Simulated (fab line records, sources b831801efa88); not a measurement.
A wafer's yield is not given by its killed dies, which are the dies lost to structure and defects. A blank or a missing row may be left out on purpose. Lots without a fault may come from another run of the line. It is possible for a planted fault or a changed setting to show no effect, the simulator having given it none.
Struck lot and sound lot, side by side -- flow gf180mcu -- 14 out of 602 route steps
Sound: the wafers L551.1, L551.2, L551.5. Wafers L562.1, L562.2, L562.6 were the ones struck. The cause is named last.
At each step with rows: each side's tool, then ch and its chambers, then its first start. Under that, the readings that differ: sound wafers -- struck wafers -- difference of the means -- sigmas: that difference in standard deviations of wafers without a fault.
alike: same words and numbers on both sides, and readings whose means sit less than 2 such deviations apart. not compared: any withheld reading, any reading some wafer has no value for, any bound like >300 that may hide the same value, and any number with overlapping values for which the record gives no deviation.
A row with sigmas, a row that says differs or no value, or rows on one side alone: a step with any of these is where the two part. Numbers that don't overlap but have no deviation are shown without sigmas and don't part them. A reading that every wafer of one side lacks parts them only if that side has two wafers or more.

first, 1 step without rows for these wafers: GF_M5_DEVELOP_06 (develop time 60 s).
GF_M5_CD_MEAS_07: the cd target is 280 nm.
  sound: cd_sem-01 at day 27 14:08; struck: cd_sem-02 at day 30 22:05
reading,sound,struck,difference,sigmas
cd_nm (nm),278.7 277.1 279.8,281.2 281.0 281.0,+2.5,+2
GF_M5_OVL_MEAS_08:
  sound: overlay-01 at day 27 14:15; struck: overlay-02 at day 30 22:12
  alike: M5_OVL
GF_M5_ETCH_09: etches Si3N4 in CF4/O2, target depth 52 nm, time 11.6 s.
  sound on rie_diel-02 ch 1,2, day 27 14:17; struck on rie_diel-03 ch 0,2,3, day 30 22:14
  alike: drypump_motor_current_A, oes_product_au, throttle_valve_pct
  not compared: rf_hours_counter_h
GF_M5_METAL_ETCH_10: etches the open film in Cl2/BCl3, stops on SiO2, target depth 750.8 nm, time 125.1 s.
  sound on rie_metal-04 ch 0,1, day 27 14:19; struck on rie_metal-02 ch 0,1, day 30 22:16
  alike: drypump_motor_current_A, oes_product_au, throttle_valve_pct
  not compared: rf_hours_counter_h
GF_M5_STRIP_11: strips in O2/N2.
  sound on plasma_asher-01 ch 0,1, day 27 14:26; struck on plasma_asher-02 ch 0,1, day 30 22:23
reading,sound,struck,difference,sigmas
drypump_motor_current_A (A),5.2 5.0 4.9,6.2 6.0 6.2,+1.1,+2
heater_power_w (W),316 282 289,412 335 426,+95,+3
  alike: n2_flow_sccm, oes_product_au, platen_temp_c, strip_time_to_endpoint_s
  not compared: rf_hours_counter_h
then, 3 steps without rows for these wafers: GF_M5_STRIP_12 (strips in post etch residue remover, time 1200 s); GF_M5_CLEAN_13 (cleans in DIW); GF_V5_CVD_00 (deposits SiO2, target thk 300 nm, time 50 s).
GF_V5_THK_MEAS_01:
  sound: film_metro-04 at day 27 15:02; struck: film_metro-02 at day 30 22:58
  alike: V5_CVD_00_THK
GF_V5_CVD_02: deposits SiO2 from TEOS, target thk 1450 nm, time 163.28 s.
  sound on pecvd-02 ch 0,1,2, day 27 15:06; struck on pecvd-02 ch 0,2, day 30 23:02
  alike: heater_power_w
GF_V5_THK_MEAS_03:
  sound: film_metro-04 at day 27 15:13; struck: film_metro-02 at day 30 23:08
  alike: V5_CVD_02_THK
GF_V5_CMP_04: polishes SiO2.
  sound on cmp-02 ch 0,1, day 27 15:19; struck on cmp-02 ch 1,2, day 30 23:12
  no value came back on the struck wafers for edge_zone_pressure_frac, head_pressure_psi (psi), motor_current_A (A); on the sound wafers edge_zone_pressure_frac reads 1.007 1.001 0.999
reading,sound,struck,difference,sigmas
model.SiO2_of_V5_CVD_02.thk_nm (nm),857.6 855.2 856.2,1403 1457 1462,+584,
GF_V5_BOW_MEAS_05:
  sound: film_metro-04 at day 27 15:34; struck: film_metro-01 at day 30 23:51
reading,sound,struck,difference,sigmas
V5_BOW (um),135 137 132,- - -,no value on the struck wafers,
  not compared: hold

WHERE THEY PART
Last at GF_V5_BOW_MEAS_05 as far as this record goes, first at GF_M5_CD_MEAS_07.

WHY: the cause the simulator had injected
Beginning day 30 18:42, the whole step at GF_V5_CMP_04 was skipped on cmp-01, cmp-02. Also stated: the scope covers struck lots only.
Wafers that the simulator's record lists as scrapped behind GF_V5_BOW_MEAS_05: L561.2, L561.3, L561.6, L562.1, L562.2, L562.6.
